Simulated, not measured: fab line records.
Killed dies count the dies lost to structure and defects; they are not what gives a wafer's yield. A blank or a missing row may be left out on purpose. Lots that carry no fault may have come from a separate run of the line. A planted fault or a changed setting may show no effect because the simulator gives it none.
fab line records	flow sky130
record: lots: 13	wafers: 39	last_day: 50
route steps=708 shown CAPM@538 METAL3@564 VIA3@573 PAD_OPEN@708
lots untouched by any fault: they come from a run of this same line in which no faults occurred
start_h: start of the lot's first displayed wafer, in hours after the record's first day	wait_h: hours elapsed since this lot's preceding step	" unchanged from the row above	L1.1+2: a row that stands for several wafers	- no value, or no start given	* or withheld: withheld	< > ~ a bound
route shown NAME@n: names a module that has steps shown in the file, with the first one's number in the route	usual: average and standard deviation across the fault-free wafers	same: alike in all rows	chamber/n: place in a boat	sites: readings site by site	_std_site: how widely they spread, as a standard deviation	_edge_site: the outer-site mean with the inner-site mean subtracted	radius_mm: for every site, how far away it sits from the centre of the wafer	mask NAME#n: copy n	behind: the most recent tool/chamber to have shaped the wafer	hold: what put the lot on hold/how long, in hours/how the hold closed	device: whichever transistor did not switch (one of n, p or np)	end of line: tests run on the same wafers once the route is complete	where a step has no rows: the recipe by itself	killed: not the wafer's yield, but the dies lost to structure and defects at the first sort	map: a wafer's dies, marking killed ones x, the rest . and places with no die _
set.NAME: the run value of the setting; set.NAME@STEP: its run value at that earlier step	model.NAME: the simulator's own value behind a step, which no gauge read
steps of the route over a sample of lots; a table a step, a row a wafer
services: a tool's chamber out of use, with start hour (start_h, from the record's first day; less than 0 if before it), hours out, and reason
== steps ==
step: SKY_CAPM_THK_MEAS_01
recipe: reads: SiO2_of_CAPM_CVD_00
usual: CAPM_CVD_00_THK: 15.50/0.23
lot.wafer	tool	chamber	start_h	wait_h	CAPM_CVD_00_THK[nm]
L235.1	film_metro-01	-	844.65	-	15.35
L235.4	"	-	"	"	15.65
L235.6	"	-	"	"	15.38
L236.1	film_metro-01	-	854.25	-	15.29
L236.2	"	-	"	"	15.54
L236.6	"	-	"	"	15.56
L238.3	film_metro-04	-	885.34	-	15.70
L238.4	"	-	"	"	15.58
L238.5	"	-	"	"	15.75
L247.1	film_metro-04	-	942.47	-	15.67
L247.4	"	-	"	"	16.05
L247.5	"	-	"	"	15.88
L249.2	film_metro-01	-	955.76	-	15.52
L249.3	"	-	"	"	15.34
L249.6	"	-	"	"	15.97
L250.2	film_metro-01	-	958.08	-	15.63
L250.5	"	-	"	"	15.51
L250.6	"	-	"	"	15.69
L251.1	film_metro-03	-	963.20	-	15.38
L251.2	"	-	"	"	15.17
L251.3	"	-	"	"	15.12
L253.3	film_metro-01	-	987.07	-	14.99
L253.5	"	-	"	"	15.73
L253.6	"	-	"	"	15.50
L254.2	film_metro-04	-	992.41	-	15.05
L254.5	"	-	"	"	15.27
L254.6	"	-	"	"	15.56
L255.2	film_metro-03	-	997.94	-	15.28
L255.3	"	-	"	"	15.32
L255.4	"	-	"	"	15.53
L256.4	film_metro-01	-	999.26	-	15.35
L256.5	"	-	"	"	15.74
L256.6	"	-	"	"	15.56
L257.1	film_metro-04	-	1003.92	-	15.58
L257.3	"	-	"	"	15.23
L257.5	"	-	"	"	15.33
L258.1	film_metro-01	-	1015.50	-	15.20
L258.2	"	-	"	"	15.16
L258.5	"	-	"	"	15.38
step: SKY_METAL3_OVL_MEAS_14
usual: METAL3_OVL: -1/4.7
lot.wafer	tool	chamber	start_h	wait_h	METAL3_OVL[nm]
L235.1	overlay-02	-	896.20	0.1	14
L235.4	"	-	"	"	7
L235.6	"	-	"	"	3
L236.1	overlay-02	-	906.35	0.1	-8
L236.2	"	-	"	"	-4
L236.6	"	-	"	"	-3
L238.3	overlay-02	-	936.13	0.1	-2
L238.4	"	-	"	"	2
L238.5	"	-	"	"	7
L247.1	overlay-02	-	990.72	0.1	-4
L247.4	"	-	"	"	-9
L247.5	"	-	"	"	-4
L249.2	overlay-01	-	1004.11	0.1	0
L249.3	"	-	"	"	7
L249.6	"	-	"	"	2
L250.2	overlay-02	-	1006.86	0.1	-4
L250.5	"	-	"	"	-4
L250.6	"	-	"	"	1
L251.1	overlay-02	-	1010.30	0.1	-3
L251.2	"	-	"	"	-6
L251.3	"	-	"	"	1
L253.3	overlay-01	-	1034.46	0.1	-7
L253.5	"	-	"	"	-2
L253.6	"	-	"	"	-2
L254.2	overlay-01	-	1039.36	0.1	9
L254.5	"	-	"	"	-2
L254.6	"	-	"	"	9
L255.2	overlay-02	-	1044.77	0.1	-6
L255.3	"	-	"	"	-2
L255.4	"	-	"	"	-3
L256.4	overlay-01	-	1045.79	0.1	-2
L256.5	"	-	"	"	-6
L256.6	"	-	"	"	-5
L257.1	overlay-02	-	1049.45	0.1	0
L257.3	"	-	"	"	-1
L257.5	"	-	"	"	2
L258.1	overlay-02	-	1061.42	0.1	-10
L258.2	"	-	"	"	-6
L258.5	"	-	"	"	-9
step: SKY_VIA3_HDPCVD_00
recipe: material: SiO2	target_thk_nm: 1635	sigma_open_frac: 0.3	time_s: 272.5	temp_c: 400	sih4_flow_sccm: 60	pressure_mtorr: 6
usual: run_length_s: 300.3/0.53
lot.wafer	tool	chamber	start_h	wait_h	run_length_s
L235.1	hdpcvd-01	1	897.20	0.0	300.0
L235.4	"	0	"	"	300.3
L235.6	"	2	"	"	300.7
L236.1	hdpcvd-01	0	907.30	0.0	299.3
L236.2	"	1	"	"	300.8
L236.6	"	1	"	"	300.7
L238.3	hdpcvd-01	1	937.08	0.0	299.9
L238.4	"	2	"	"	300.5
L238.5	"	1	"	"	135.7
L247.1	hdpcvd-02	2	991.71	0.0	300.2
L247.4	"	1	"	"	301.0
L247.5	"	2	"	"	300.1
L249.2	hdpcvd-01	0	1005.06	0.0	299.5
L249.3	"	2	"	"	301.1
L249.6	"	2	"	"	300.6
L250.2	hdpcvd-01	2	1007.81	0.0	300.6
L250.5	"	2	"	"	300.6
L250.6	"	0	"	"	299.4
L251.1	hdpcvd-02	0	1011.26	0.0	301.2
L251.2	"	2	"	"	300.0
L251.3	"	1	"	"	300.4
L253.3	hdpcvd-02	2	1035.44	0.0	300.0
L253.5	"	1	"	"	300.7
L253.6	"	2	"	"	300.3
L254.2	hdpcvd-01	1	1040.40	0.0	300.0
L254.5	"	2	"	"	300.8
L254.6	"	0	"	"	299.9
L255.2	hdpcvd-01	0	1046.14	0.0	299.5
L255.3	"	2	"	"	300.6
L255.4	"	2	"	"	300.6
L256.4	hdpcvd-01	2	1047.41	0.1	300.5
L256.5	"	1	"	"	300.2
L256.6	"	0	"	"	300.2
L257.1	hdpcvd-01	0	1050.88	0.0	300.0
L257.3	"	2	"	"	300.4
L257.5	"	1	"	"	300.0
L258.1	hdpcvd-01	2	1062.42	0.0	300.7
L258.2	"	1	"	"	300.2
L258.5	"	2	"	"	300.5
step: SKY_VIA3_THK_MEAS_01
recipe: reads: SiO2_of_VIA3_HDPCVD_00
usual: VIA3_HDPCVD_THK: 1632/15
lot.wafer	tool	chamber	start_h	wait_h	VIA3_HDPCVD_THK[nm]
L235.1	film_metro-03	-	897.37	0.1	1613
L235.4	"	-	"	"	1648
L235.6	"	-	"	"	1624
L236.1	film_metro-04	-	907.47	0.1	1658
L236.2	"	-	"	"	1630
L236.6	"	-	"	"	1639
L238.3	film_metro-04	-	937.27	0.1	1642
L238.4	"	-	"	"	1644
L238.5	"	-	"	"	658
L247.1	film_metro-02	-	991.88	0.1	1621
L247.4	"	-	"	"	1614
L247.5	"	-	"	"	1621
L249.2	film_metro-03	-	1005.24	0.1	1613
L249.3	"	-	"	"	1622
L249.6	"	-	"	"	1621
L250.2	film_metro-04	-	1008.03	0.1	1605
L250.5	"	-	"	"	1643
L250.6	"	-	"	"	1643
L251.1	film_metro-03	-	1011.43	0.1	1610
L251.2	"	-	"	"	1623
L251.3	"	-	"	"	1604
L253.3	film_metro-04	-	1035.63	0.1	1609
L253.5	"	-	"	"	1610
L253.6	"	-	"	"	1628
L254.2	film_metro-04	-	1040.58	0.1	1619
L254.5	"	-	"	"	1642
L254.6	"	-	"	"	1632
L255.2	film_metro-03	-	1046.32	0.1	1631
L255.3	"	-	"	"	1643
L255.4	"	-	"	"	1659
L256.4	film_metro-02	-	1047.52	0.0	1640
L256.5	"	-	"	"	1648
L256.6	"	-	"	"	1620
L257.1	film_metro-04	-	1051.05	0.1	1646
L257.3	"	-	"	"	1631
L257.5	"	-	"	"	1658
L258.1	film_metro-04	-	1062.59	0.1	1653
L258.2	"	-	"	"	1646
L258.5	"	-	"	"	1644
step: SKY_VIA3_CD_MEAS_12
recipe: target_cd_nm: 200
usual: cd_nm: 200.2/1.5
lot.wafer	tool	chamber	start_h	wait_h	cd_nm
L235.1	cd_sem-02	-	922.56	-	200.1
L235.4	"	-	"	"	198.7
L235.6	"	-	"	"	199.7
L236.1	cd_sem-01	-	932.60	-	198.7
L236.2	"	-	"	"	199.2
L236.6	"	-	"	"	199.8
L238.3	cd_sem-01	-	962.24	-	199.5
L238.4	"	-	"	"	200.7
L238.5	"	-	"	"	200.6
L247.1	cd_sem-02	-	1015.55	-	200.7
L247.4	"	-	"	"	199.8
L247.5	"	-	"	"	200.3
L249.2	cd_sem-02	-	1028.18	-	200.3
L249.3	"	-	"	"	199.8
L249.6	"	-	"	"	198.7
L250.2	cd_sem-02	-	1030.82	-	201.2
L250.5	"	-	"	"	200.5
L250.6	"	-	"	"	201.5
L251.1	cd_sem-01	-	1035.61	-	203.8
L251.2	"	-	"	"	201.9
L251.3	"	-	"	"	204.5
L253.3	cd_sem-02	-	1058.34	-	198.6
L253.5	"	-	"	"	199.9
L253.6	"	-	"	"	199.5
L254.2	cd_sem-02	-	1062.83	-	198.6
L254.5	"	-	"	"	199.6
L254.6	"	-	"	"	198.3
L255.2	cd_sem-02	-	1069.13	-	200.7
L255.3	"	-	"	"	200.3
L255.4	"	-	"	"	200.1
L256.4	cd_sem-02	-	1069.52	-	199.6
L256.5	"	-	"	"	199.9
L256.6	"	-	"	"	200.5
L257.1	cd_sem-02	-	1072.60	-	200.7
L257.3	"	-	"	"	200.6
L257.5	"	-	"	"	202.6
L258.1	cd_sem-02	-	1083.71	-	199.8
L258.2	"	-	"	"	198.7
L258.5	"	-	"	"	199.1
step: SKY_PAD_OPEN_PROBE_99
usual: defect_limited_yield: 82.8/2.1	killed_at_M0_to_M3: 43/7.7	killed_at_M4_up: 3.1/1.7	killed_at_contacts: 23/4.8	killed_at_front_end: 15/4.5	killed_at_other: 0.3/0.58	killed_dies: 85/10	killed_open: 46/7.5	killed_short: 38/6.5
same: gross_dies: 492	killed_at_back_side: 0
lot.wafer	tool	chamber	start_h	wait_h	defect_limited_yield[%]	killed_at_M0_to_M3	killed_at_M4_up	killed_at_contacts	killed_at_front_end	killed_at_other	killed_dies	killed_open	killed_short
L235.1	prober-02	-	1070.44	0.1	83.9	36	4	28	9	2	79	42	37
L235.4	prober-02	-	1070.59	0.2	84.8	34	2	19	20	0	75	41	34
L235.6	prober-02	-	1070.69	0.2	83.3	37	4	24	17	0	82	48	34
L236.1	prober-01	-	1078.09	0.1	80.5	54	5	20	17	0	96	45	51
L236.2	prober-01	-	1078.14	0.1	82.1	47	5	26	10	0	88	55	33
L236.6	prober-01	-	1078.34	0.2	79.1	62	2	22	17	0	103	51	52
L238.3	prober-01	-	1106.07	0.2	82.9	44	2	30	8	0	84	48	36
L238.4	prober-01	-	1106.12	0.2	83.1	38	4	25	16	0	83	47	36
L238.5	prober-01	-	1106.17	0.2	82.1	46	3	23	16	0	88	48	39
L247.1	prober-02	-	1152.42	0.1	80.3	62	3	18	12	2	97	49	47
L247.4	prober-02	-	1152.57	0.2	82.5	41	2	30	13	0	86	47	39
L247.5	prober-02	-	1152.62	0.2	81.1	44	2	30	17	0	93	50	43
L249.2	prober-02	-	1159.34	0.1	82.9	42	2	17	23	0	84	48	36
L249.3	prober-02	-	1159.39	0.2	84.3	36	2	21	18	0	77	38	39
L249.6	prober-02	-	1159.54	0.2	82.7	35	1	26	23	0	85	44	41
L250.2	prober-01	-	1159.68	0.1	80.7	45	4	20	25	1	95	45	50
L250.5	prober-01	-	1159.83	0.2	82.5	40	4	27	15	0	86	51	35
L250.6	prober-01	-	1159.88	0.2	84.1	39	3	17	19	0	78	47	31
L251.1	prober-02	-	1164.04	0.1	83.3	49	4	22	6	1	82	37	45
L251.2	prober-02	-	1164.09	0.1	83.9	41	6	19	11	2	79	43	36
L251.3	prober-02	-	1164.14	0.2	82.7	44	1	23	17	0	85	42	43
L253.3	prober-02	-	1183.05	0.2	85.2	31	3	23	16	0	73	44	29
L253.5	prober-02	-	1183.15	0.2	79.3	56	1	27	17	1	102	59	43
L253.6	prober-02	-	1183.20	0.2	86.0	36	1	16	16	0	69	33	36
L254.2	prober-01	-	1185.36	0.1	84.3	46	2	18	11	0	77	43	34
L254.5	prober-01	-	1185.51	0.2	79.5	60	2	28	11	0	101	52	48
L254.6	prober-01	-	1185.56	0.2	83.3	48	2	24	8	0	82	48	34
L255.2	prober-02	-	1191.13	0.1	75.8	58	3	42	16	0	119	73	45
L255.3	prober-02	-	1191.18	0.2	82.5	45	3	21	17	0	86	50	36
L255.4	prober-02	-	1191.23	0.2	78.9	53	2	23	26	0	104	52	51
L256.4	prober-01	-	1191.50	0.2	82.9	35	2	32	15	0	84	43	41
L256.5	prober-01	-	1191.55	0.2	83.9	36	3	31	9	0	79	51	28
L256.6	prober-01	-	1191.60	0.2	84.3	45	6	16	10	0	77	48	29
L257.1	prober-02	-	1193.62	0.1	81.1	49	4	25	15	0	93	46	47
L257.3	prober-02	-	1193.72	0.2	81.5	36	3	27	25	0	91	54	37
L257.5	prober-02	-	1193.82	0.2	86.0	35	1	20	13	0	69	44	25
L258.1	prober-01	-	1199.20	0.1	84.6	32	3	27	14	0	76	38	35
L258.2	prober-01	-	1199.25	0.1	76.8	60	4	32	17	1	114	62	50
L258.5	prober-01	-	1199.40	0.2	85.8	44	2	14	9	1	70	42	26
killed by level:class
L235.1 CONTACT:geometric_particle:open=10 VIA1:geometric_particle:open=8 LI_CONTACT:geometric_particle:open=7 VIA3:geometric_particle:open=7 VIA1:geometric_particle:short=5 VIA2:geometric_particle:short=5 POLY_GATE:geometric_particle:short=4 CONTACT:geometric_particle:short=4
L235.4 POLY_GATE:geometric_particle:short=7 FIELD_ISO:geometric_particle:open=6 VIA1:geometric_particle:open=6 CONTACT:geometric_particle:open=5 VIA2:geometric_particle:open=5 POLY_GATE:geometric_particle:open=4 VIA3:geometric_particle:short=4 LI_CONTACT:geometric_particle:open=4
L235.6 VIA1:geometric_particle:open=10 CONTACT:geometric_particle:open=9 FIELD_ISO:geometric_particle:open=7 LI_CONTACT:geometric_particle:open=5 CONTACT:geometric_particle:short=5 VIA3:geometric_particle:open=5 LOCAL_INTERCONNECT:geometric_particle:short=4 POLY_GATE:geometric_particle:open=4
L236.1 VIA1:geometric_particle:open=15 CONTACT:geometric_particle:short=8 VIA1:geometric_particle:short=7 METAL2:geometric_particle:short=6 FIELD_ISO:geometric_particle:open=5 POLY_GATE:geometric_particle:short=5 CONTACT:geometric_particle:open=5 METAL1:geometric_particle:short=5
L236.2 VIA1:geometric_particle:open=13 LI_CONTACT:geometric_particle:open=9 VIA1:geometric_particle:short=8 VIA2:geometric_particle:open=7 VIA3:geometric_particle:open=7 CONTACT:geometric_particle:open=6 FIELD_ISO:geometric_particle:open=5 LI_CONTACT:geometric_particle:short=5
L236.6 VIA3:geometric_particle:open=14 VIA1:geometric_particle:open=8 CONTACT:geometric_particle:open=7 METAL2:geometric_particle:short=7 VIA1:geometric_particle:short=7 VIA2:geometric_particle:open=7 FIELD_ISO:geometric_particle:short=6 LI_CONTACT:geometric_particle:open=6
L238.3 VIA1:geometric_particle:open=10 CONTACT:geometric_particle:open=8 LI_CONTACT:geometric_particle:open=8 CONTACT:geometric_particle:short=8 VIA2:geometric_particle:open=6 VIA3:geometric_particle:open=6 VIA1:geometric_particle:short=5 METAL2:geometric_particle:short=5
L238.4 VIA1:geometric_particle:open=11 LI_CONTACT:geometric_particle:open=9 CONTACT:geometric_particle:open=6 VIA2:geometric_particle:open=6 FIELD_ISO:geometric_particle:short=5 VIA3:geometric_particle:short=5 CONTACT:geometric_particle:short=5 METAL3:geometric_particle:short=5
L238.5 CONTACT:geometric_particle:open=13 VIA2:geometric_particle:open=9 VIA2:geometric_particle:short=6 FIELD_ISO:geometric_particle:short=5 VIA1:geometric_particle:open=5 METAL2:geometric_particle:short=5 FIELD_ISO:geometric_particle:open=4 LI_CONTACT:geometric_particle:open=4
L247.1 VIA2:geometric_particle:open=12 VIA1:geometric_particle:open=11 METAL1:geometric_particle:short=8 METAL2:geometric_particle:short=7 LI_CONTACT:geometric_particle:open=6 CONTACT:geometric_particle:open=6 VIA2:geometric_particle:short=5 VIA3:geometric_particle:short=5
L247.4 CONTACT:geometric_particle:open=14 VIA1:geometric_particle:open=11 VIA3:geometric_particle:open=7 POLY_GATE:geometric_particle:short=6 LOCAL_INTERCONNECT:geometric_particle:short=6 VIA1:geometric_particle:short=6 LI_CONTACT:geometric_particle:open=4 METAL1:geometric_particle:short=4
L247.5 LI_CONTACT:geometric_particle:open=11 VIA3:geometric_particle:open=10 CONTACT:geometric_particle:open=7 CONTACT:geometric_particle:short=7 VIA1:geometric_particle:open=7 METAL1:geometric_particle:short=6 VIA2:geometric_particle:short=6 VIA2:geometric_particle:open=5
L249.2 VIA1:geometric_particle:open=12 VIA2:geometric_particle:open=8 FIELD_ISO:geometric_particle:short=7 CONTACT:geometric_particle:open=7 VIA1:geometric_particle:short=6 VIA3:geometric_particle:short=6 FIELD_ISO:geometric_particle:open=5 VIA2:geometric_particle:short=5
L249.3 CONTACT:geometric_particle:open=9 VIA1:geometric_particle:open=7 LOCAL_INTERCONNECT:geometric_particle:short=5 VIA1:geometric_particle:short=5 METAL2:geometric_particle:short=5 SPACER:geometric_particle:short=4 LI_CONTACT:geometric_particle:open=4 METAL1:geometric_particle:short=4
L249.6 CONTACT:geometric_particle:open=11 VIA1:geometric_particle:open=8 LOCAL_INTERCONNECT:geometric_particle:short=7 FIELD_ISO:geometric_particle:short=6 FIELD_ISO:geometric_particle:open=6 VIA3:geometric_particle:open=6 METAL1:geometric_particle:short=5 VIA2:geometric_particle:open=5
L250.2 VIA1:geometric_particle:open=10 FIELD_ISO:geometric_particle:short=9 POLY_GATE:geometric_particle:short=8 CONTACT:geometric_particle:open=7 VIA2:geometric_particle:open=6 VIA3:geometric_particle:open=6 CONTACT:geometric_particle:short=5 VIA1:geometric_particle:short=5
L250.5 CONTACT:geometric_particle:open=11 VIA1:geometric_particle:open=11 POLY_GATE:geometric_particle:open=8 VIA3:geometric_particle:open=8 LOCAL_INTERCONNECT:geometric_particle:short=6 METAL1:geometric_particle:short=6 VIA2:geometric_particle:short=5 LI_CONTACT:geometric_particle:open=4
L250.6 VIA3:geometric_particle:open=12 VIA1:geometric_particle:open=10 LI_CONTACT:geometric_particle:open=8 FIELD_ISO:geometric_particle:short=6 POLY_GATE:geometric_particle:open=4 FIELD_ISO:geometric_particle:open=3 POLY_GATE:geometric_particle:short=3 LI_CONTACT:geometric_particle:short=3
L251.1 VIA3:geometric_particle:open=12 VIA1:geometric_particle:open=8 METAL2:geometric_particle:short=7 CONTACT:geometric_particle:short=7 VIA1:geometric_particle:short=7 CONTACT:geometric_particle:open=5 METAL4:geometric_particle:short=4 LI_CONTACT:geometric_particle:open=4
L251.2 VIA1:geometric_particle:open=12 LI_CONTACT:geometric_particle:open=9 METAL2:geometric_particle:short=8 VIA3:geometric_particle:open=8 METAL4:geometric_particle:short=6 LOCAL_INTERCONNECT:geometric_particle:short=4 CONTACT:geometric_particle:open=4 VIA1:geometric_particle:short=4
L251.3 METAL2:geometric_particle:short=10 CONTACT:geometric_particle:open=9 METAL1:geometric_particle:short=9 FIELD_ISO:geometric_particle:open=7 LI_CONTACT:geometric_particle:open=7 VIA3:geometric_particle:open=7 VIA2:geometric_particle:open=5 FIELD_ISO:geometric_particle:short=4
L253.3 CONTACT:geometric_particle:open=8 LI_CONTACT:geometric_particle:open=7 POLY_GATE:geometric_particle:open=6 METAL1:geometric_particle:short=6 VIA1:geometric_particle:open=5 VIA3:geometric_particle:open=5 VIA2:geometric_particle:open=4 FIELD_ISO:geometric_particle:open=3
L253.5 VIA1:geometric_particle:open=13 VIA2:geometric_particle:open=13 CONTACT:geometric_particle:open=7 LI_CONTACT:geometric_particle:open=7 VIA3:geometric_particle:open=7 LOCAL_INTERCONNECT:geometric_particle:short=6 METAL3:geometric_particle:short=5 POLY_GATE:geometric_particle:short=4
L253.6 VIA1:geometric_particle:open=7 VIA1:geometric_particle:short=6 VIA2:geometric_particle:open=5 SPACER:geometric_particle:open=4 METAL1:geometric_particle:short=4 LI_CONTACT:geometric_particle:open=4 LOCAL_INTERCONNECT:geometric_particle:short=4 FIELD_ISO:geometric_particle:open=3
L254.2 METAL1:geometric_particle:short=9 VIA3:geometric_particle:open=7 LI_CONTACT:geometric_particle:open=7 VIA1:geometric_particle:open=7 POLY_GATE:geometric_particle:open=6 CONTACT:geometric_particle:open=5 METAL2:geometric_particle:short=5 VIA2:geometric_particle:open=5
L254.5 VIA1:geometric_particle:open=15 CONTACT:geometric_particle:open=12 VIA3:geometric_particle:open=9 VIA3:geometric_particle:short=9 METAL1:geometric_particle:short=7 VIA2:geometric_particle:open=6 VIA1:geometric_particle:short=6 LI_CONTACT:geometric_particle:open=5
L254.6 VIA3:geometric_particle:open=14 VIA1:geometric_particle:open=9 CONTACT:geometric_particle:open=8 VIA2:geometric_particle:open=8 VIA3:geometric_particle:short=5 LI_CONTACT:geometric_particle:open=5 LI_CONTACT:geometric_particle:short=4 CONTACT:geometric_particle:short=4
L255.2 VIA1:geometric_particle:open=24 CONTACT:geometric_particle:open=18 LI_CONTACT:geometric_particle:open=9 LOCAL_INTERCONNECT:geometric_particle:short=7 VIA1:geometric_particle:short=6 FIELD_ISO:geometric_particle:open=5 CONTACT:geometric_particle:short=5 METAL1:geometric_particle:short=5
L255.3 CONTACT:geometric_particle:open=9 VIA1:geometric_particle:open=9 VIA2:geometric_particle:open=7 VIA1:geometric_particle:short=6 METAL1:geometric_particle:short=6 FIELD_ISO:geometric_particle:short=5 METAL1:geometric_particle:open=5 LOCAL_INTERCONNECT:geometric_particle:short=5
L255.4 VIA2:geometric_particle:open=13 CONTACT:geometric_particle:open=10 VIA1:geometric_particle:open=10 METAL2:geometric_particle:short=9 POLY_GATE:geometric_particle:short=8 VIA1:geometric_particle:short=6 LI_CONTACT:geometric_particle:short=5 FIELD_ISO:geometric_particle:open=4
L256.4 CONTACT:geometric_particle:open=12 VIA1:geometric_particle:open=10 LI_CONTACT:geometric_particle:open=8 FIELD_ISO:geometric_particle:short=7 METAL1:geometric_particle:short=6 CONTACT:geometric_particle:short=5 METAL2:geometric_particle:short=5 LOCAL_INTERCONNECT:geometric_particle:short=4
L256.5 CONTACT:geometric_particle:open=16 METAL1:geometric_particle:short=11 LI_CONTACT:geometric_particle:open=10 VIA3:geometric_particle:open=5 POLY_GATE:geometric_particle:open=4 VIA1:geometric_particle:open=4 VIA3:geometric_particle:short=4 VIA1:geometric_particle:short=3
L256.6 VIA1:geometric_particle:open=12 VIA3:geometric_particle:open=8 LI_CONTACT:geometric_particle:open=6 VIA2:geometric_particle:open=6 METAL3:geometric_particle:short=5 METAL2:geometric_particle:short=5 LOCAL_INTERCONNECT:geometric_particle:short=4 METAL4:geometric_particle:open=4
L257.1 CONTACT:geometric_particle:open=13 METAL1:geometric_particle:short=8 VIA1:geometric_particle:open=7 FIELD_ISO:geometric_particle:short=6 METAL2:geometric_particle:short=6 LI_CONTACT:geometric_particle:open=5 METAL2:geometric_particle:open=5 VIA2:geometric_particle:open=5
L257.3 CONTACT:geometric_particle:open=11 VIA1:geometric_particle:open=10 FIELD_ISO:geometric_particle:open=6 VIA2:geometric_particle:open=6 VIA3:geometric_particle:open=6 FIELD_ISO:geometric_particle:short=5 POLY_GATE:geometric_particle:short=5 LI_CONTACT:geometric_particle:open=4
L257.5 VIA2:geometric_particle:open=11 LI_CONTACT:geometric_particle:open=7 CONTACT:geometric_particle:open=7 METAL2:geometric_particle:short=7 POLY_GATE:geometric_particle:open=4 VIA3:geometric_particle:open=4 LI_CONTACT:geometric_particle:short=3 VIA1:geometric_particle:open=3
L258.1 VIA1:geometric_particle:open=9 CONTACT:geometric_particle:open=8 CONTACT:geometric_particle:short=6 LI_CONTACT:geometric_particle:open=6 VIA3:geometric_particle:open=4 FIELD_ISO:geometric_particle:open=3 FIELD_ISO:geometric_particle:short=3 LI_CONTACT:geometric_particle:short=3
L258.2 VIA1:geometric_particle:open=14 LI_CONTACT:geometric_particle:open=13 VIA2:geometric_particle:open=10 VIA2:geometric_particle:short=8 CONTACT:geometric_particle:open=7 METAL1:geometric_particle:short=6 CONTACT:geometric_particle:short=5 LOCAL_INTERCONNECT:geometric_particle:short=4
L258.5 VIA1:geometric_particle:open=14 CONTACT:geometric_particle:open=9 VIA2:geometric_particle:open=8 METAL2:geometric_particle:short=7 POLY_GATE:geometric_particle:short=3 POLY_GATE:geometric_particle:open=3 METAL1:geometric_particle:short=3 VIA1:geometric_particle:short=3
== services ==
tool	chamber	start_h	hours	kind
hdpcvd-02	-	874.25	0.6	repair
hdpcvd-01	-	932.03	2.8	pm
hdpcvd-01	-	950.25	15.0	pm
hdpcvd-01	0	950.25	15.0	vent_cycle
hdpcvd-01	1	950.25	15.0	vent_cycle
hdpcvd-01	2	950.25	15.0	vent_cycle
hdpcvd-01	0	965.25	-	clean
hdpcvd-01	1	965.25	-	clean
hdpcvd-01	2	965.25	-	clean
hdpcvd-01	2	1021.10	5.5	repair
hdpcvd-02	-	1040.29	28.0	repair
== key ==
first_sign: step: SKY_VIA3_HDPCVD_00	reading: run_length_s	direction: down	sigmas: 99+	usual: *	struck: *
effect: step: SKY_VIA3_THK_MEAS_01	reading: VIA3_HDPCVD_THK	direction: down	sigmas: 64	usual: 1632	struck: 658
met_at SKY_VIA3_HDPCVD_00
struck_lots L238
struck_wafers L238.5
not_acting_at SKY_CAPM_THK_MEAS_01,SKY_METAL3_OVL_MEAS_14,SKY_VIA3_CD_MEAS_12
onset_between 907.30 937.08
fault: kind: process_parameter_drift	tool: hdpcvd-01	chamber: -	onset_h: 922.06	steps: SKY_VIA3_HDPCVD_00	channel: time_s	offset: *	shape: step	end_h: 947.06	scope: struck_wafers_only	acts_in: *	stated: *
